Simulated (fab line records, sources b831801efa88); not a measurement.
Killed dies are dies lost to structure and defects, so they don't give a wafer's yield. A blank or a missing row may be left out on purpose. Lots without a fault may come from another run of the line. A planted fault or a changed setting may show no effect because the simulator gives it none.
fab line records | flow sky130
record lots=5 wafers=15 last_day=49
route steps=708 shown RES_PROTECT@212 POLY_GATE@213 LDD_N@237 LDD_P@255
lots that met no fault: from a run of the same line without faults
start_h: hours from the record's first day to the start of the lot's first wafer shown | wait_h: hours since the lot's step before | " the same as in the row above | L1.1+2: a row that stands for several wafers | - no value, or no start given | * or withheld: withheld | < > ~ a bound
route shown NAME@n: a module of which the file shows steps, and the number in the route of the first | usual: mean/standard deviation of fault-free wafers | same: alike in all rows | chamber/n: place in a boat | sites: the reading at each site | _std_site: their standard deviation | _edge_site: outer sites' mean less inner sites' | radius_mm: how far each site lies from the wafer's centre | mask NAME#n: copy n | behind: the tool/chamber that last shaped the wafer | hold: why the lot was held/for how many hours/how that ended | device: the transistor (n, p or np) that didn't switch | end of line: the same wafers' tests at the end of the route | a step without rows: its recipe alone | killed: dies lost to structure and defects at the first sort, not the wafer's yield | map: a wafer's dies, x killed, . not, _ none there
set.NAME: the setting as run; set.NAME@STEP: as run at that earlier step | model.NAME: the simulator's own value behind a step, which no gauge read
lots at some steps of the route; a table a step, a row a wafer
services: from which hour (start_h, from the record's first day; less than 0 if before it) a tool's chamber was out of use, for how many hours, and why
## steps
# step SKY_RES_PROTECT_DEVELOP_06
# recipe resist=NOVOLAK developer=TMAH develop_time_s=60 dev_temp_c=23
# same develop_time_s=60
# columns lot.wafer tool chamber start_h wait_h
L081.1+5+6 litho_track-04 0 398.98 0.1
L084.2+4+6 litho_track-03 0 436.56 0.1
L085.1+5+6 litho_track-03 0 452.69 0.1
L088.1+4+6 litho_track-04 0 469.93 0.1
L093.1+3+4 litho_track-02 0 507.36 0.1
# step SKY_POLY_GATE_IMPLANT_02
# recipe species=P energy_kev=30 dose_cm2=7.7e+15 tilt_deg=0
# columns lot.wafer tool chamber start_h wait_h
L081.1+5+6 implanter-02 0 399.13 0.1
L084.2+4+6 implanter-02 0 436.71 0.1
L085.1+5+6 implanter-02 0 452.84 0.1
L088.1+4+6 implanter-01 0 470.08 0.1
L093.1+3+4 implanter-04 0 507.51 0.1
# step SKY_RES_PROTECT_STRIP_07
# recipe chemistry=O2/N2 power_w=1400 pressure_mtorr=1500 platen_temp_c=withheld o2_flow_sccm=3000 n2_flow_sccm=300 overash_fraction=0.5
# usual drypump_motor_current_A=5.68/0.26 oes_product_au=0.518/0.0047 strip_time_to_endpoint_s=23.31/0.044
# columns lot.wafer tool chamber start_h wait_h drypump_motor_current_A oes_product_au rf_hours_counter_h strip_time_to_endpoint_s
L081.1 plasma_asher-02 1 399.28 0.1 5.35 0.513 69 23.33
L081.5 " 0 " " 6.06 0.523 - 23.32
L081.6 " 1 " " 5.35 0.519 - 23.35
L084.2 plasma_asher-02 1 436.84 0.1 5.34 0.516 73 23.26
L084.4 " 1 " " 5.34 0.519 - 23.30
L084.6 " 0 " " 6.04 0.514 - 23.31
L085.1 plasma_asher-04 1 452.99 0.1 5.89 0.516 33 23.34
L085.5 " 0 " " 5.71 0.517 - 23.31
L085.6 " 1 " " 5.87 0.515 - 23.35
L088.1 plasma_asher-04 0 470.23 0.1 5.70 0.520 34 23.30
L088.4 " 0 " " 5.70 0.520 - 23.33
L088.6 " 1 " " 5.87 0.522 - 23.34
L093.1 plasma_asher-02 1 507.66 0.1 5.36 0.522 80 23.29
L093.3 " 1 " " 5.34 0.521 - 23.29
L093.4 " 0 " " 6.03 0.523 - 23.30
# step SKY_RES_PROTECT_TW_MEAS_08
# usual POLY_GATE_TW=4026/21
# columns lot.wafer tool chamber start_h wait_h POLY_GATE_TW
L081.1 film_metro-04 - 399.38 0.1 3997
L081.5 " - " " 4030
L081.6 " - " " 4011
L084.2 film_metro-01 - 436.95 0.1 4068
L084.4 " - " " 4024
L084.6 " - " " 4078
L085.1 film_metro-02 - 453.09 0.1 4008
L085.5 " - " " 3991
L085.6 " - " " 3995
L088.1 film_metro-04 - 470.33 0.1 4026
L088.4 " - " " 4035
L088.6 " - " " 4036
L093.1 film_metro-04 - 507.76 0.1 4035
L093.3 " - " " 4065
L093.4 " - " " 4046
# step SKY_RES_PROTECT_CLEAN_09
# recipe chemistry=SC1/SC2 mix=1:4:20 temp_c=70 time_s=150 dry=n2_spin
# columns lot.wafer tool chamber start_h wait_h
L081.1+5+6 wet_bench-01 1 399.44 0.1
L084.2+4+6 wet_bench-04 3 437.00 0.0
L085.1+5+6 wet_bench-03 2 453.15 0.1
L088.1+4+6 wet_bench-04 2 470.39 0.1
L093.1+3+4 wet_bench-03 0 507.82 0.1
# step SKY_POLY_GATE_CVD_03
# recipe material=Si3N4 precursor=DCS/NH3 target_thk_nm=75 temp_c=770 time_s=1290 pressure_mtorr=250
# usual susceptor_temp_C=770.0/0.32
# columns lot.wafer tool chamber start_h wait_h susceptor_temp_C
L081.1 lpcvd-02 1 402.14 2.7 770.3
L081.5 " 1 " " 770.4
L081.6 " 1 " " 770.3
L084.2 lpcvd-02 0 437.47 0.4 770.2
L084.4 " 0 " " 770.2
L084.6 " 0 " " 770.1
L085.1 lpcvd-02 1 453.21 0.0 769.7
L085.5 " 1 " " 770.0
L085.6 " 1 " " 770.5
L088.1 lpcvd-02 0 470.44 0.0 770.0
L088.4 " 0 " " 769.4
L088.6 " 0 " " 770.0
L093.1 lpcvd-02 1 507.88 0.0 770.2
L093.3 " 1 " " 769.9
L093.4 " 1 " " 770.0
# step SKY_POLY_GATE_THK_MEAS_04
# recipe reads=Si3N4_of_POLY_GATE_CVD_03
# usual POLY_GATE_CVD_03_THK=75.8/0.73
# columns lot.wafer tool chamber start_h wait_h POLY_GATE_CVD_03_THK[nm]
L081.1 film_metro-03 - 404.18 0.0 76.0
L081.5 " - " " 75.9
L081.6 " - " " 76.2
L084.2 film_metro-03 - 438.83 0.0 76.3
L084.4 " - " " 75.1
L084.6 " - " " 75.6
L085.1 film_metro-04 - 454.57 0.0 75.4
L085.5 " - " " 75.6
L085.6 " - " " 76.0
L088.1 film_metro-03 - 471.80 0.0 76.6
L088.4 " - " " 77.2
L088.6 " - " " 76.9
L093.1 film_metro-02 - 509.24 0.0 76.6
L093.3 " - " " 76.0
L093.4 " - " " 76.0
# step SKY_POLY_GATE_DEHYDRATE_05
# recipe temp_c=200 time_s=60
# columns lot.wafer tool chamber start_h wait_h
L081.1+5+6 litho_track-02 0 418.21 14.0
L084.2+4+6 litho_track-02 0 454.49 15.6
L085.1+5+6 litho_track-02 0 469.01 14.4
L088.1+4+6 litho_track-01 0 486.80 15.0
L093.1+3+4 litho_track-01 0 523.75 14.5
# step SKY_POLY_GATE_HMDS_06
# recipe prime_time_s=60 prime_temp_c=120
# columns lot.wafer tool chamber start_h wait_h
L081.1+5+6 litho_track-02 0 418.36 0.1
L084.2+4+6 litho_track-02 0 454.64 0.1
L085.1+5+6 litho_track-02 0 469.16 0.1
L088.1+4+6 litho_track-01 0 486.95 0.1
L093.1+3+4 litho_track-01 0 523.90 0.1
# step SKY_POLY_GATE_COAT_07
# recipe resist=BARC temp_c=withheld time_s=withheld spin_rpm=3000 resist_thk_nm=110
# columns lot.wafer tool chamber start_h wait_h
L081.1+5+6 litho_track-02 0 418.51 0.1
L084.2+4+6 litho_track-02 0 454.79 0.1
L085.1+5+6 litho_track-02 0 469.31 0.1
L088.1+4+6 litho_track-01 0 487.10 0.1
L093.1+3+4 litho_track-01 0 524.05 0.1
# step SKY_POLY_GATE_COAT_08
# recipe resist=KrF-thick spin_rpm=3000 resist_thk_nm=450
# columns lot.wafer tool chamber start_h wait_h
L081.1+5+6 litho_track-02 0 - -
L084.2+4+6 litho_track-02 0 - -
L085.1+5+6 litho_track-02 0 - -
L088.1+4+6 litho_track-01 0 - -
L093.1+3+4 litho_track-01 0 - -
# step SKY_POLY_GATE_SOFTBAKE_09
# recipe temp_c=100 time_s=90 resist=KrF-thick
# columns lot.wafer tool chamber start_h wait_h
L081.1+5+6 litho_track-02 0 - -
L084.2+4+6 litho_track-02 0 - -
L085.1+5+6 litho_track-02 0 - -
L088.1+4+6 litho_track-01 0 - -
L093.1+3+4 litho_track-01 0 - -
# step SKY_POLY_GATE_EXPOSE_10
# recipe mask_id=P1M na=0.68 source_shape=conventional sigma_outer=0.6 target_cd_nm=150 dose_mj=28
# columns lot.wafer tool chamber start_h wait_h mask
L081.1+5+6 krf_scanner-02 0 - - P1M#0
L084.2+4+6 krf_scanner-01 0 - - P1M#0
L085.1+5+6 krf_scanner-02 0 - - P1M#0
L088.1+4+6 krf_scanner-01 0 - - P1M#0
L093.1+3+4 krf_scanner-02 0 - - P1M#0
# step SKY_POLY_GATE_PEB_11
# recipe peb_temp_c=withheld peb_time_s=withheld resist=KrF-thick
# columns lot.wafer tool chamber start_h wait_h
L081.1+5+6 litho_track-01 0 - -
L084.2+4+6 litho_track-04 0 - -
L085.1+5+6 litho_track-01 0 - -
L088.1+4+6 litho_track-02 0 - -
L093.1+3+4 litho_track-01 0 - -
# step SKY_POLY_GATE_DEVELOP_12
# recipe develop_time_s=60 resist=KrF-thick dev_temp_c=21
# same develop_time_s=60
# columns lot.wafer tool chamber start_h wait_h
L081.1+5+6 litho_track-01 0 - -
L084.2+4+6 litho_track-04 0 - -
L085.1+5+6 litho_track-01 0 - -
L088.1+4+6 litho_track-02 0 - -
L093.1+3+4 litho_track-01 0 - -
# step SKY_POLY_GATE_CD_MEAS_13
# recipe target_cd_nm=150
# usual cd_nm=149.7/1.7
# columns lot.wafer tool chamber start_h wait_h cd_nm
L081.1 cd_sem-01 - 433.90 - 152.1
L081.5 " - " " 151.7
L081.6 " - " " 151.1
L084.2 cd_sem-02 - 470.45 - 148.6
L084.4 " - " " 148.6
L084.6 " - " " 149.2
L085.1 cd_sem-01 - 485.55 - 148.6
L085.5 " - " " 149.7
L085.6 " - " " 148.3
L088.1 cd_sem-02 - 502.76 - 150.2
L088.4 " - " " 150.4
L088.6 " - " " 151.5
L093.1 cd_sem-02 - 538.80 - 149.9
L093.3 " - " " 150.1
L093.4 " - " " 150.9
# step SKY_POLY_GATE_OVL_MEAS_14
# usual POLY_GATE_OVL=2/5.8
# columns lot.wafer tool chamber start_h wait_h POLY_GATE_OVL[nm]
L081.1 overlay-01 - 434.02 0.1 6
L081.5 " - " " 7
L081.6 " - " " 8
L084.2 overlay-01 - 470.55 0.1 -11
L084.4 " - " " -7
L084.6 " - " " -6
L085.1 overlay-02 - 485.67 0.1 12
L085.5 " - " " 7
L085.6 " - " " 1
L088.1 overlay-02 - 502.88 0.1 9
L088.4 " - " " 14
L088.6 " - " " 1
L093.1 overlay-02 - 538.92 0.1 -9
L093.3 " - " " 1
L093.4 " - " " 10
# step SKY_POLY_GATE_ETCH_15
# recipe chemistry=N2/H2 target=BARC ion_energy_ev=200 source_w=500 bias_w=100 pressure_mtorr=30 n2_flow_sccm=100 h2_flow_sccm=200 stop_on=SiO2 time_s=118.5 target_depth_a=1100
# usual bias_w=100.0/0.31 drypump_motor_current_A=5.8/0.35 oes_product_au=0.716/0.0047 throttle_valve_pct=13.213/0.009
# columns lot.wafer tool chamber start_h wait_h bias_w drypump_motor_current_A oes_product_au rf_hours_counter_h throttle_valve_pct
L081.1 rie_diel-01 0 434.06 0.0 99.9 5.7 0.708 15 13.214
L081.5 " 0 " " 100.0 5.7 0.722 - 13.224
L081.6 " 1 " " 99.9 5.4 0.704 - 13.213
L084.2 rie_diel-04 1 470.58 0.0 99.7 6.1 0.711 43 13.198
L084.4 " 3 " " 100.0 6.3 0.714 4 13.215
L084.6 " 1 " " 99.9 6.1 0.718 - 13.229
L085.1 rie_diel-03 3 485.71 0.0 99.8 6.2 0.721 14 13.205
L085.5 " 2 " " 100.2 6.3 0.721 - 13.218
L085.6 " 3 " " 100.0 6.2 0.723 - 13.225
L088.1 rie_diel-03 2 502.92 0.0 100.0 6.2 0.709 6 13.198
L088.4 " 1 " " 100.4 5.8 0.717 43 13.221
L088.6 " 2 " " 100.4 6.2 0.714 - 13.201
L093.1 rie_diel-01 1 538.96 0.0 99.8 5.4 0.717 11 13.217
L093.3 " 3 " " 99.8 5.8 0.718 6 13.229
L093.4 " 2 " " 99.6 5.8 0.719 15 13.206
# step SKY_POLY_GATE_ETCH_16
# recipe stop_on=poly-Si chemistry=CH3F/O2 target=Si3N4 source_w=400 bias_w=80 pressure_mtorr=25 ch3f_flow_sccm=40 O2_flow_sccm=30 time_s=147.5 target_depth_a=750
# usual bias_w=79.99/0.23 ch3f_flow_sccm=40.00/0.12 drypump_motor_current_A=5.8/0.35 oes_product_au=0.643/0.005 throttle_valve_pct=10.535/0.0087
# columns lot.wafer tool chamber start_h wait_h bias_w ch3f_flow_sccm drypump_motor_current_A oes_product_au rf_hours_counter_h throttle_valve_pct
L081.1 rie_diel-01 0 434.14 0.0 79.47 40.02 5.7 0.641 15 10.533
L081.5 " 0 " " 79.43 40.03 5.7 0.644 - 10.526
L081.6 " 1 " " 79.90 40.06 5.4 0.645 - 10.548
L084.2 rie_diel-04 1 470.67 0.0 79.44 39.85 6.1 0.644 43 10.541
L084.4 " 3 " " 80.41 40.30 6.2 0.643 4 10.543
L084.6 " 1 " " 79.83 40.37 6.1 0.641 - 10.533
L085.1 rie_diel-03 3 485.79 0.0 80.07 39.99 6.2 0.643 14 10.534
L085.5 " 2 " " 79.99 40.05 6.2 0.629 - 10.546
L085.6 " 3 " " 80.27 40.24 6.2 0.647 - 10.525
L088.1 rie_diel-03 2 503.00 0.0 80.14 39.91 6.3 0.649 6 10.533
L088.4 " 1 " " 80.04 40.09 5.8 0.652 43 10.532
L088.6 " 2 " " 79.91 39.93 6.3 0.647 - 10.538
L093.1 rie_diel-01 1 539.04 0.0 80.01 40.06 5.4 0.646 11 10.532
L093.3 " 3 " " 79.97 40.15 5.8 0.644 6 10.541
L093.4 " 2 " " 80.30 40.08 5.9 0.648 15 10.532
# step SKY_POLY_GATE_ETCH_17
# recipe target_depth_nm=180 stop_on=SiO2 over_etch_frac=0.56667 chemistry=HBr/Cl2 target=poly-Si icp_w=400 bias_w=100 pressure_mtorr=10 HBr_flow_sccm=150 Cl2_flow_sccm=50 time_s=70.5
# usual bias_w=99.98/0.27 drypump_motor_current_A=5.9/0.49 oes_product_au=0.987/0.0077 throttle_valve_pct=33.684/0.01
# columns lot.wafer tool chamber start_h wait_h bias_w drypump_motor_current_A oes_product_au rf_hours_counter_h throttle_valve_pct
L081.1 rie_si-01 2 434.24 0.0 99.61 6.8 0.978 5.3 33.686
L081.5 " 0 " " 99.86 5.6 0.981 - 33.693
L081.6 " 1 " " 99.79 6.1 0.985 - 33.692
L084.2 rie_si-01 2 470.76 0.0 99.92 6.8 0.975 5.5 33.686
L084.4 " 1 " " 100.05 6.1 0.984 1.0 33.671
L084.6 " 1 " " 100.18 6.1 0.980 - 33.689
L085.1 rie_si-02 2 485.89 0.0 99.44 6.3 0.989 5.8 33.713
L085.5 " 2 " " 99.93 6.3 0.986 - 33.687
L085.6 " 3 " " 99.66 6.2 0.980 - 33.695
L088.1 rie_si-01 1 503.10 0.0 99.97 6.1 0.986 1.1 33.695
L088.4 " 2 " " 99.52 6.8 0.977 5.6 33.700
L088.6 " 3 " " 99.93 5.6 0.999 - 33.690
L093.1 rie_si-02 2 539.14 0.0 99.52 6.3 0.991 6.0 33.699
L093.3 " 0 " " 99.74 5.0 0.991 2.5 33.676
L093.4 " 1 " " 99.93 5.9 0.997 3.9 33.700
# step SKY_POLY_GATE_STRIP_18
# recipe chemistry=O2/N2 power_w=1400 pressure_mtorr=1500 platen_temp_c=withheld o2_flow_sccm=3000 n2_flow_sccm=300 overash_fraction=0.5
# usual drypump_motor_current_A=5.53/0.25 oes_product_au=0.362/0.0046 strip_time_to_endpoint_s=3.19/0.036
# columns lot.wafer tool chamber start_h wait_h drypump_motor_current_A oes_product_au rf_hours_counter_h strip_time_to_endpoint_s
L081.1 plasma_asher-01 1 434.30 0.0 5.81 0.373 0 3.19
L081.5 " 1 " " 5.80 0.358 - 3.19
L081.6 " 0 " " 5.34 0.363 - 3.18
L084.2 plasma_asher-01 0 470.82 0.0 5.34 0.370 4 3.18
L084.4 " 0 " " 5.34 0.366 - 3.25
L084.6 " 0 " " 5.36 0.366 - 3.17
L085.1 plasma_asher-01 0 485.95 0.0 5.33 0.362 5 3.14
L085.5 " 1 " " 5.84 0.364 - 3.19
L085.6 " 0 " " 5.34 0.363 - 3.17
L088.1 plasma_asher-01 1 503.16 0.0 5.81 0.365 7 3.15
L088.4 " 0 " " 5.33 0.359 - 3.17
L088.6 " 1 " " 5.83 0.364 - 3.14
L093.1 plasma_asher-03 1 539.20 0.0 5.25 0.362 71 3.16
L093.3 " 1 " " 5.21 0.363 - 3.19
L093.4 " 0 " " 5.40 0.354 - 3.08
# step SKY_POLY_GATE_CLEAN_19
# recipe chemistry=SC1/SC2 mix=1:4:20 temp_c=70 time_s=150 dry=n2_spin
# columns lot.wafer tool chamber start_h wait_h
L081.1+5+6 wet_bench-01 3 434.40 0.1
L084.2+4+6 wet_bench-01 3 470.92 0.1
L085.1+5+6 wet_bench-02 1 486.05 0.1
L088.1+4+6 wet_bench-03 2 503.26 0.1
L093.1+3+4 wet_bench-01 1 539.30 0.1
# step SKY_POLY_GATE_OXIDATION_20
# recipe temp_c=850 ambient=O2 stabilise_s=600 purge_s=300 target_thk_a=40 ox_time_s=899
# columns lot.wafer tool chamber start_h wait_h
L081.1+5+6 furnace-02 0 434.45 0.0
L084.2+4+6 furnace-01 0 470.97 0.0
L085.1+5+6 furnace-01 0 486.10 0.0
L088.1+4+6 furnace-01 0 505.74 2.4
L093.1+3+4 furnace-02 0 540.16 0.8
# step SKY_POLY_GATE_THK_MEAS_21
# recipe reads=SiO2_of_POLY_GATE_OXIDATION_20
# usual POLY_GATE_OXIDATION_THK=3.98/0.074
# columns lot.wafer tool chamber start_h wait_h POLY_GATE_OXIDATION_THK[nm]
L081.1 film_metro-02 - 435.70 0.0 4.00
L081.5 " - " " 4.03
L081.6 " - " " 4.05
L084.2 film_metro-02 - 472.23 0.0 3.92
L084.4 " - " " 3.98
L084.6 " - " " 3.94
L085.1 film_metro-04 - 487.35 0.0 4.08
L085.5 " - " " 4.08
L085.6 " - " " 4.07
L088.1 film_metro-03 - 506.99 0.0 3.97
L088.4 " - " " 3.94
L088.6 " - " " 3.96
L093.1 film_metro-02 - 541.41 0.0 3.94
L093.3 " - " " 4.04
L093.4 " - " " 3.99
# step SKY_POLY_GATE_CD_MEAS_22
# usual cd_nm=149.9/2.3
# columns lot.wafer tool chamber start_h wait_h cd_nm
L081.1 cd_sem-01 - 435.76 0.1 155.2
L081.5 " - " " 154.7
L081.6 " - " " 150.1
L084.2 cd_sem-02 - 472.31 0.1 148.9
L084.4 " - " " 148.8
L084.6 " - " " 148.7
L085.1 cd_sem-02 - 487.41 0.1 151.4
L085.5 " - " " 154.2
L085.6 " - " " 148.2
L088.1 cd_sem-01 - 507.05 0.1 152.0
L088.4 " - " " 150.6
L088.6 " - " " 152.4
L093.1 cd_sem-01 - 541.47 0.1 148.8
L093.3 " - " " 151.1
L093.4 " - " " 146.4
# step SKY_LDD_N_DEHYDRATE_00
# recipe temp_c=200 time_s=60
# columns lot.wafer tool chamber start_h wait_h
L081.1+5+6 litho_track-01 0 451.15 15.4
L084.2+4+6 litho_track-03 0 487.81 15.5
L085.1+5+6 litho_track-01 0 502.20 14.8
L088.1+4+6 litho_track-04 0 521.78 14.7
L093.1+3+4 litho_track-01 0 555.75 14.3
# step SKY_LDD_N_HMDS_01
# recipe prime_time_s=60 prime_temp_c=120
# columns lot.wafer tool chamber start_h wait_h
L081.1+5+6 litho_track-01 0 451.30 0.1
L084.2+4+6 litho_track-03 0 487.96 0.1
L085.1+5+6 litho_track-01 0 502.35 0.1
L088.1+4+6 litho_track-04 0 521.93 0.1
L093.1+3+4 litho_track-01 0 555.90 0.1
# step SKY_LDD_N_COAT_02
# recipe resist=NOVOLAK spin_rpm=3000 resist_thk_nm=300
# columns lot.wafer tool chamber start_h wait_h
L081.1+5+6 litho_track-01 0 451.45 0.1
L084.2+4+6 litho_track-03 0 488.11 0.1
L085.1+5+6 litho_track-01 0 502.50 0.1
L088.1+4+6 litho_track-04 0 522.08 0.1
L093.1+3+4 litho_track-01 0 556.05 0.1
# step SKY_LDD_N_SOFTBAKE_03
# recipe temp_c=90 time_s=60 resist=NOVOLAK
# columns lot.wafer tool chamber start_h wait_h
L081.1+5+6 litho_track-01 0 451.60 0.1
L084.2+4+6 litho_track-03 0 488.26 0.1
L085.1+5+6 litho_track-01 0 502.65 0.1
L088.1+4+6 litho_track-04 0 522.23 0.1
L093.1+3+4 litho_track-01 0 556.20 0.1
# step SKY_LDD_N_EXPOSE_04
# recipe mask_id=NTM target_cd_nm=840 na=0.6 source_shape=conventional sigma_outer=0.6 dose_mj=110
# columns lot.wafer tool chamber start_h wait_h mask
L081.1+5+6 iline_stepper-02 0 - - NTM#0
L084.2+4+6 iline_stepper-01 0 - - NTM#0
L085.1+5+6 iline_stepper-01 0 - - NTM#0
L088.1+4+6 iline_stepper-01 0 - - NTM#0
L093.1+3+4 iline_stepper-02 0 - - NTM#0
# step SKY_LDD_N_PEB_05
# recipe temp_c=withheld time_s=* resist=NOVOLAK
# columns lot.wafer tool chamber start_h wait_h
L081.1+5+6 litho_track-04 0 - -
L084.2+4+6 litho_track-03 0 - -
L085.1+5+6 litho_track-03 0 - -
L088.1+4+6 litho_track-04 0 - -
L093.1+3+4 litho_track-04 0 - -
# step SKY_LDD_N_DEVELOP_06
# recipe develop_time_s=60 dev_temp_c=23
# same develop_time_s=60
# columns lot.wafer tool chamber start_h wait_h
L081.1+5+6 litho_track-04 0 466.93 0.1
L084.2+4+6 litho_track-03 0 503.01 0.1
L085.1+5+6 litho_track-03 0 517.64 0.1
L088.1+4+6 litho_track-04 0 536.83 0.1
L093.1+3+4 litho_track-04 0 570.28 0.1
# step SKY_LDD_N_OVL_MEAS_07
# usual LDD_N_OVL=-0.4/1.4
# columns lot.wafer tool chamber start_h wait_h LDD_N_OVL[nm]
L081.1 overlay-01 - 467.08 0.1 -1.6
L081.5 " - " " -2.6
L081.6 " - " " -2.2
L084.2 overlay-01 - 503.14 0.1 -3.2
L084.4 " - " " -3.8
L084.6 " - " " -1.8
L085.1 overlay-02 - 517.79 0.1 -1.5
L085.5 " - " " -2.5
L085.6 " - " " -1.9
L088.1 overlay-02 - 536.98 0.1 1.3
L088.4 " - " " 0.9
L088.6 " - " " 0.9
L093.1 overlay-01 - 570.43 0.1 1.2
L093.3 " - " " 0.3
L093.4 " - " " 0.4
# step SKY_LDD_N_IMPLANT_08
# recipe species=As energy_kev=20 dose_cm2=7.5e+13 tilt_deg=withheld rotation_deg=23
# columns lot.wafer tool chamber start_h wait_h
L081.1+5+6 implanter-03 0 467.11 0.0
L084.2+4+6 implanter-04 0 503.20 0.0
L085.1+5+6 implanter-04 0 517.82 0.0
L088.1+4+6 implanter-01 0 537.01 0.0
L093.1+3+4 implanter-01 0 570.46 0.0
# step SKY_LDD_N_IMPLANT_09
# recipe species=As energy_kev=20 dose_cm2=7.5e+13 tilt_deg=withheld rotation_deg=113
# columns lot.wafer tool chamber start_h wait_h
L081.1+5+6 implanter-03 0 467.26 0.1
L084.2+4+6 implanter-04 0 503.35 0.1
L085.1+5+6 implanter-04 0 517.97 0.1
L088.1+4+6 implanter-01 0 537.16 0.1
L093.1+3+4 implanter-01 0 570.61 0.1
# step SKY_LDD_N_IMPLANT_10
# recipe species=As energy_kev=20 dose_cm2=7.5e+13 tilt_deg=withheld rotation_deg=203
# columns lot.wafer tool chamber start_h wait_h
L081.1+5+6 implanter-03 0 467.41 0.1
L084.2+4+6 implanter-04 0 503.50 0.1
L085.1+5+6 implanter-04 0 518.12 0.1
L088.1+4+6 implanter-01 0 537.31 0.1
L093.1+3+4 implanter-01 0 570.76 0.1
# step SKY_LDD_N_IMPLANT_11
# recipe species=As energy_kev=20 dose_cm2=7.5e+13 tilt_deg=withheld rotation_deg=293
# columns lot.wafer tool chamber start_h wait_h
L081.1+5+6 implanter-03 0 467.56 0.1
L084.2+4+6 implanter-04 0 503.65 0.1
L085.1+5+6 implanter-04 0 518.27 0.1
L088.1+4+6 implanter-01 0 537.46 0.1
L093.1+3+4 implanter-01 0 570.91 0.1
# step SKY_LDD_N_IMPLANT_12
# recipe species=BF2 energy_kev=50 dose_cm2=5e+12 tilt_deg=30 rotation_deg=0
# columns lot.wafer tool chamber start_h wait_h
L081.1+5+6 implanter-03 0 467.71 0.1
L084.2+4+6 implanter-04 0 503.80 0.1
L085.1+5+6 implanter-04 0 518.42 0.1
L088.1+4+6 implanter-01 0 537.61 0.1
L093.1+3+4 implanter-01 0 571.06 0.1
# step SKY_LDD_N_IMPLANT_13
# recipe species=BF2 energy_kev=50 dose_cm2=5e+12 tilt_deg=30 rotation_deg=90
# columns lot.wafer tool chamber start_h wait_h
L081.1+5+6 implanter-03 0 467.86 0.1
L084.2+4+6 implanter-04 0 503.95 0.1
L085.1+5+6 implanter-04 0 518.57 0.1
L088.1+4+6 implanter-01 0 537.76 0.1
L093.1+3+4 implanter-01 0 571.21 0.1
# step SKY_LDD_N_IMPLANT_14
# recipe species=BF2 energy_kev=50 dose_cm2=5e+12 tilt_deg=30 rotation_deg=180
# columns lot.wafer tool chamber start_h wait_h
L081.1+5+6 implanter-03 0 468.01 0.1
L084.2+4+6 implanter-04 0 504.10 0.1
L085.1+5+6 implanter-04 0 518.72 0.1
L088.1+4+6 implanter-01 0 537.91 0.1
L093.1+3+4 implanter-01 0 571.36 0.1
# step SKY_LDD_N_IMPLANT_15
# recipe species=BF2 energy_kev=50 dose_cm2=5e+12 tilt_deg=30 rotation_deg=270
# columns lot.wafer tool chamber start_h wait_h
L081.1+5+6 implanter-03 0 468.16 0.1
L084.2+4+6 implanter-04 0 504.25 0.1
L085.1+5+6 implanter-04 0 518.87 0.1
L088.1+4+6 implanter-01 0 538.06 0.1
L093.1+3+4 implanter-01 0 571.51 0.1
# step SKY_LDD_N_STRIP_16
# recipe chemistry=O2/N2 power_w=1400 pressure_mtorr=1500 platen_temp_c=withheld o2_flow_sccm=3000 n2_flow_sccm=300 overash_fraction=0.5
# usual drypump_motor_current_A=5.6/0.3 oes_product_au=0.407/0.0044 strip_time_to_endpoint_s=4.314/0.018
# columns lot.wafer tool chamber start_h wait_h drypump_motor_current_A oes_product_au rf_hours_counter_h strip_time_to_endpoint_s
L081.1 plasma_asher-03 0 468.31 0.1 5.4 0.407 64 4.291
L081.5 " 0 " " 5.4 0.402 - 4.292
L081.6 " 1 " " 5.2 0.410 - 4.294
L084.2 plasma_asher-03 1 504.37 0.1 5.2 0.407 68 4.296
L084.4 " 1 " " 5.2 0.400 - 4.287
L084.6 " 1 " " 5.2 0.402 - 4.300
L085.1 plasma_asher-04 0 519.02 0.1 5.7 0.410 39 4.278
L085.5 " 1 " " 5.8 0.403 - 4.310
L085.6 " 0 " " 5.7 0.402 - 4.305
L088.1 plasma_asher-02 1 538.21 0.1 5.4 0.404 83 4.331
L088.4 " 1 " " 5.4 0.406 - 4.339
L088.6 " 1 " " 5.4 0.405 - 4.324
L093.1 plasma_asher-03 1 571.66 0.1 5.2 0.409 75 4.304
L093.3 " 0 " " 5.5 0.412 - 4.316
L093.4 " 1 " " 5.2 0.407 - 4.320
# step SKY_LDD_N_TW_MEAS_17
# usual LDD_N_TW=2584/15
# columns lot.wafer tool chamber start_h wait_h LDD_N_TW
L081.1 film_metro-01 - 468.41 0.1 2589
L081.5 " - " " 2594
L081.6 " - " " 2591
L084.2 film_metro-02 - 504.48 0.1 2578
L084.4 " - " " 2575
L084.6 " - " " 2574
L085.1 film_metro-02 - 519.12 0.1 2572
L085.5 " - " " 2553
L085.6 " - " " 2579
L088.1 film_metro-03 - 538.31 0.1 2599
L088.4 " - " " 2592
L088.6 " - " " 2593
L093.1 film_metro-02 - 571.76 0.1 2550
L093.3 " - " " 2568
L093.4 " - " " 2569
# step SKY_LDD_P_DEHYDRATE_00
# recipe temp_c=200 time_s=60
# columns lot.wafer tool chamber start_h wait_h
L081.1+5+6 litho_track-02 0 482.91 14.5
L084.2+4+6 litho_track-03 0 519.36 14.9
L085.1+5+6 litho_track-03 0 533.44 14.3
L088.1+4+6 litho_track-03 0 552.94 14.6
L093.1+3+4 litho_track-02 0 586.01 14.2
# step SKY_LDD_P_HMDS_01
# recipe prime_time_s=60 prime_temp_c=120
# columns lot.wafer tool chamber start_h wait_h
L081.1+5+6 litho_track-02 0 483.06 0.1
L084.2+4+6 litho_track-03 0 519.51 0.1
L085.1+5+6 litho_track-03 0 533.59 0.1
L088.1+4+6 litho_track-03 0 553.09 0.1
L093.1+3+4 litho_track-02 0 586.16 0.1
# step SKY_LDD_P_COAT_02
# recipe resist=NOVOLAK spin_rpm=3000 resist_thk_nm=1140
# columns lot.wafer tool chamber start_h wait_h
L081.1+5+6 litho_track-02 0 483.21 0.1
L084.2+4+6 litho_track-03 0 519.66 0.1
L085.1+5+6 litho_track-03 0 533.74 0.1
L088.1+4+6 litho_track-03 0 553.24 0.1
L093.1+3+4 litho_track-02 0 586.31 0.1
## services
# columns tool chamber start_h hours kind
implanter-04 - 388.29 2.7 repair
plasma_asher-03 - 410.43 0.5 repair
implanter-01 - 416.41 5.7 pm
implanter-03 - 418.13 35.3 pm
plasma_asher-01 - 421.25 9.0 pm
implanter-01 - 422.07 3.0 pm
implanter-01 - 431.78 1.7 repair
rie_diel-01 2 440.81 7.2 repair
rie_diel-03 - 452.73 28.1 pm
rie_diel-01 2 452.91 6.2 repair
rie_diel-01 0 464.20 2.3 repair
implanter-03 - 471.68 1.4 repair
implanter-03 - 473.06 4.5 pm
rie_diel-01 2 476.11 5.0 repair
lpcvd-02 - 476.54 6.1 pm
implanter-04 - 477.51 4.8 pm
implanter-01 - 498.10 1.0 repair
rie_diel-01 1 502.12 6.7 repair
rie_diel-03 0 509.10 6.4 repair
implanter-01 - 533.07 1.1 repair
plasma_asher-02 - 534.43 1.9 repair
implanter-03 - 535.62 2.8 repair
implanter-03 - 569.14 2.4 repair
lpcvd-02 - 584.37 0.8 repair
## key
fault none
